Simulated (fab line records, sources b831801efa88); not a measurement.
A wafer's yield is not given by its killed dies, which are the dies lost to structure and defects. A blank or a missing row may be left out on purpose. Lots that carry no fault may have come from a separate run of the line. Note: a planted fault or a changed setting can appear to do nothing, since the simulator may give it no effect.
A struck lot beside a sound one :: flow gf180mcu :: 18 out of 602 route steps
Sound: the wafers L415.1, L415.2, L415.6. Wafers L429.1, L429.4, L429.6 were the ones struck. Last of all comes the cause.
At each step with rows: each side's tool, then ch and its chambers, then its first start. Under that, the readings that differ: sound wafers :: struck wafers :: difference of the means :: sigmas: that difference in standard deviations of wafers without a fault.
alike: readings whose means differ by less than 2 such deviations, and words and numbers that are the same on both sides. not compared: withheld readings, readings that some wafer has no value for, bounds like >300 that may hide the same value, and numbers for which the record gives no deviation and whose values overlap.
A row with sigmas, a row that says differs or no value, or rows on one side alone: a step with any of these is where the two part. When numbers do not overlap yet have no deviation, they are printed without sigmas and do not part them. A reading missing from all wafers of one side parts the sides only when that side holds two or more wafers.

first, 3 steps without rows for these wafers: GF_V4_EXPOSE_11 (exposes mask Via4, target cd 260 nm); GF_V4_PEB_12 (peb time 90 s); GF_V4_DEVELOP_13 (develop time 60 s).
GF_V4_CD_MEAS_14 targets a cd of 260 nm.
  sound: cd_sem-02 at day 27 06:02; struck: cd_sem-02 at day 31 04:42
  alike: cd_nm
GF_V4_OVL_MEAS_15:
  sound: overlay-01 at day 27 06:10; struck: overlay-02 at day 31 04:49
  alike: V4_OVL
then, 1 step without rows for these wafers: GF_V4_ETCH_16 (etches BARC in N2/H2).
GF_V4_ETCH_17: etches SiO2 in C4F8/O2/Ar, stops on TiN, target depth 630 nm.
  sound on rie_diel-03 ch 2,3; struck on rie_diel-04 ch 0,2,3
  alike: oes_product_au
GF_V4_STRIP_18: strips in O2/N2.
  sound on plasma_asher-04 ch 0,1, day 27 06:20; struck on plasma_asher-04 ch 0,1, day 31 04:59
  alike: drypump_motor_current_A, heater_power_w, oes_product_au, platen_temp_c
  not compared: rf_hours_counter_h
then, 2 steps without rows for these wafers: GF_V4_STRIP_19 (strips in post etch residue remover, time 1200 s); GF_V4_CLEAN_20 (cleans in DIW).
GF_V4_SPUTTER_21: material Ti, target thk 15 nm, time 80.02 s.
  sound: pvd_sputter-01 at day 27 06:52; struck: pvd_sputter-03 at day 31 05:33
  alike: cathode_dc_power_W, substrate_temp_c, throttle_valve_pct
GF_V4_SPUTTER_22: material TiN, target thk 10 nm, time 40 s.
  sound: pvd_sputter-01 at day 27 06:55; struck: pvd_sputter-03 at day 31 05:37
  alike: cathode_dc_power_W, throttle_valve_pct
GF_V4_CVD_23: deposits W, target thk 350 nm, time 104.9 s.
  sound on cvd_w-02 ch 0,1, day 27 06:58; struck on cvd_w-01 ch 1, day 31 05:39
reading: model.W_of_V4_CVD_23.thk_nm (nm)
sound: 343.2 350.1 343.2
struck: 494.6 492.8 493
difference: +148.0
sigmas: 
  alike: heater_power_w
  not compared: since_wet_clean_h
GF_V4_RS_MEAS_24: measurement is done with a four-point probe.
  sound: film_metro-01 at day 27 07:04; struck: film_metro-01 at day 31 06:13
reading: V4_W_RS (ohm/sq)
sound: 0.334 0.327 0.333
struck: 0.231 0.231 0.231
difference: -0.100
sigmas: -27
  not compared: hold
GF_V4_THK_MEAS_25: measures by xrf.
  sound: film_metro-01 at day 27 07:11; struck: film_metro-01 at day 31 08:58
reading: V4_W_THK (nm)
sound: 342 347 342
struck: 499 491 497
difference: +152
sigmas: +27
  not compared: hold
GF_V4_CMP_26: polishes, stops on SiO2, t overpolish 15 s, target thk 0 nm.
  sound on cmp-02 ch 2,3, day 27 07:18; struck on cmp-02 ch 0,2,3, day 31 09:58
reading: hold
sound: - - -
struck: await_dispo/0.9h/release await_dispo/0.9h/release await_dispo/0.9h/release
difference: no value on the sound wafers
sigmas: 

reading: time_to_endpoint_s (s)
sound: 78 81 78
struck: 120 118 127
difference: +43
sigmas: +14
  alike: motor_current_A
GF_MIM_SPUTTER_00: material Ti, target thk 37.5 nm, time 150 s.
  sound: pvd_sputter-03 at day 27 07:33; struck: pvd_sputter-02 at day 31 10:16
  alike: cathode_dc_power_W, substrate_temp_c, throttle_valve_pct
next, for these wafers, 1 step has no rows: GF_PASSIVATION_PROBE_99.

WHERE THEY PART
First at GF_V4_RS_MEAS_24; last, within this record, at GF_V4_CMP_26. Later steps at which nothing parts them and some readings are alike: GF_MIM_SPUTTER_00.

WHY: what the simulator had put in
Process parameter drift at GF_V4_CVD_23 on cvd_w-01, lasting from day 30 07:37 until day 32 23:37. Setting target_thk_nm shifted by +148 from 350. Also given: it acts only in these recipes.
